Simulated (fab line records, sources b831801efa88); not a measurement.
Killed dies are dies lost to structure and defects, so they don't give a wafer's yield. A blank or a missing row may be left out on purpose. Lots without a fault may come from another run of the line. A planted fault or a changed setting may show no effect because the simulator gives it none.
A struck lot beside a sound one | flow gf180mcu | 16 steps out of a route of 602
Sound: wafers L913.1, L913.2, L913.5. Struck: wafers L927.1, L927.5. (L927.2 of the same lot was not struck and is left out.) The cause comes at the end.
At each step with rows: each side's tool, then ch and its chambers, then its first start. Under that, the readings that differ: sound wafers | struck wafers | difference of the means | sigmas: that difference in standard deviations of wafers without a fault.
alike: readings whose means differ by less than 2 such deviations, and words and numbers that are the same on both sides. not compared: withheld readings, readings that some wafer has no value for, bounds like >300 that may hide the same value, and numbers for which the record gives no deviation and whose values overlap.
The two part at a step that has a row with sigmas, a row that says differs or no value, or rows on one side only. Numbers that don't overlap but have no deviation are shown without sigmas and don't part them. A reading that every wafer of one side lacks parts them only if that side has two wafers or more.

first, 3 steps without rows for these wafers: GF_M5_EXPOSE_04 (exposes mask Metal5, target cd 280 nm); GF_M5_PEB_05 (peb time 90 s); GF_M5_DEVELOP_06 (develop time 60 s).
GF_M5_CD_MEAS_07: target cd 280 nm.
  sound on cd_sem-01, day 26 03:27; struck on cd_sem-02, day 30 20:27
  alike: cd_nm
GF_M5_OVL_MEAS_08:
  sound on overlay-02, day 26 03:34; struck on overlay-01, day 30 20:34
  alike: M5_OVL
GF_M5_ETCH_09: etches Si3N4 in CF4/O2, target depth 52 nm, time 11.6 s.
  sound on rie_diel-03 ch 2,3, day 26 03:37; struck on rie_diel-04 ch 2,3, day 30 20:37
  alike: drypump_motor_current_A, oes_product_au, throttle_valve_pct
  not compared: rf_hours_counter_h
GF_M5_METAL_ETCH_10: etches the open film in Cl2/BCl3, stops on SiO2, target depth 627.5 nm, time 104.6 s.
  sound on rie_metal-04 ch 0,1, day 26 03:38; struck on rie_metal-04 ch 0,1, day 30 20:38
  alike: drypump_motor_current_A, oes_product_au, throttle_valve_pct
  not compared: rf_hours_counter_h
GF_M5_STRIP_11: strips in O2/N2.
  sound on plasma_asher-01 ch 0,1, day 26 03:44; struck on plasma_asher-02 ch 0, day 30 20:44
  alike: drypump_motor_current_A, heater_power_w, n2_flow_sccm, oes_product_au, strip_time_to_endpoint_s
  not compared: rf_hours_counter_h
then, 3 steps without rows for these wafers: GF_M5_STRIP_12 (strips in post etch residue remover, time 1200 s); GF_M5_CLEAN_13 (cleans in DIW); GF_V5_CVD_00 (deposits SiO2, target thk 300 nm, time 50 s).
GF_V5_THK_MEAS_01:
  sound on film_metro-01, day 26 04:25; struck on film_metro-01, day 30 21:48
  alike: V5_CVD_00_THK
GF_V5_CVD_02: deposits SiO2 from TEOS, target thk 1450 nm, time 163.28 s.
  sound on pecvd-01 ch 1,2, day 26 04:28; struck on pecvd-04 ch 1,2, day 30 21:52
  reading                             | sound          | struck    | difference | sigmas
  model.SiO2_of_V5_CVD_02.thk_nm (nm) | 1427 1450 1486 | 1587 1625 | +152       |
  alike: heater_power_outer_w, heater_power_w
GF_V5_THK_MEAS_03:
  sound on film_metro-02, day 26 04:35; struck on film_metro-01, day 30 21:58
  reading            | sound          | struck    | difference | sigmas
  V5_CVD_02_THK (nm) | 1428 1451 1485 | 1587 1623 | +150       | +8
GF_V5_CMP_04: polishes SiO2.
  sound on cmp-02 ch 2,3, day 26 04:38; struck on cmp-02 ch 0,1, day 30 22:02
  alike: motor_current_A
then, 1 step without rows for these wafers: GF_PASSIVATION_PROBE_99.

WHERE THEY PART
Only at GF_V5_THK_MEAS_03, within this record. Later steps at which nothing parts them and some readings are alike: GF_V5_CMP_04.

WHY: what the simulator had put in
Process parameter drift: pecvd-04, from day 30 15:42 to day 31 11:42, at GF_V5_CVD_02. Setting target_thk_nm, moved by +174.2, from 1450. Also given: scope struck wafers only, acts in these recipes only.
